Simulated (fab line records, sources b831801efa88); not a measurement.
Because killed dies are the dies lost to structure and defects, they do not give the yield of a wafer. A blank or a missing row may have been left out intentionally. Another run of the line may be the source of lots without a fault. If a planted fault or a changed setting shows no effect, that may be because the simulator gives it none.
One fault through the eyes of 2 desks    flow gf180mcu    what lay behind the numbers comes last; until then each desk has only its own

## FOR THE TOOL OWNER'S DESK: pvd sputter-01
At GF_M1_SPUTTER_04 (material TiN, target thk 50 nm, time 41.7 s) the tool's own readings: per lot run on this tool, the mean of the sampled wafers that have a number. A lot is out of limits, marked OUT, if its mean lies more than 4 standard deviations from the usual mean; the brackets give that distance.
Columns: A = throttle valve pct at GF_M1_SPUTTER_04, usual 29.7 %
lot   first seen here  A
L128  day 16 13:04     29.8
L132  day 17 18:52     29.7
L134  day 18 18:13     29.9
L135  day 19 05:35     29.8
Result from this desk: across the 4 lots, nothing is out of limits.

## THE METROLOGY DESK
Lot by lot, what the gauges showed, no matter which tool ran the lot: averages of those sampled wafers that carry a number. A lot is out of limits, marked OUT, if its mean lies more than 4 standard deviations from the usual mean; the brackets give that distance. Readings shown: 7 of its 9, picked as those furthest out on some lot.
Columns: A = CONTACT_W_RS at GF_CONTACT_RS_MEAS_25, usual 0.384 ohm/sq; B = CONTACT_W_THK at GF_CONTACT_THK_MEAS_26, usual 295 nm; C = M1_ALCU_RS at GF_M1_RS_MEAS_05, usual 0.0693 ohm/sq; D = M1_ALCU_THK at GF_M1_THK_MEAS_06, usual 450 nm; E = cd nm at GF_M1_CD_MEAS_14, usual 230.2 nm; F = V1_CVD_02_THK at GF_V1_THK_MEAS_03, usual 849 nm; G = V1_BOW at GF_V1_BOW_MEAS_05, usual 82 um
lot   first seen here  A      B    C       D    E      F    G
L128  day 16 12:24     0.387  295  0.0692  454  228.6  839  89
L132  day 17 18:13     0.385  294  0.0689  455  230.7  855  84
L134  day 18 17:33     0.389  292  0.0692  447  230.4  850  77
L135  day 19 04:58     0.384  294  0.0701  440  229.9  852  86
L146  day 22 23:55     0.383  299  0.0689  449  230.7  847  80
L148  day 23 16:26     0.393  286  0.0691  456  228.2  840  71
Result from this desk: across the 6 lots, nothing is out of limits.

## TAKEN TOGETHER
The tool owner's desk saw nothing out of limits.
The metrology desk saw nothing out of limits.

## WHAT THE SIMULATOR HAD INSERTED
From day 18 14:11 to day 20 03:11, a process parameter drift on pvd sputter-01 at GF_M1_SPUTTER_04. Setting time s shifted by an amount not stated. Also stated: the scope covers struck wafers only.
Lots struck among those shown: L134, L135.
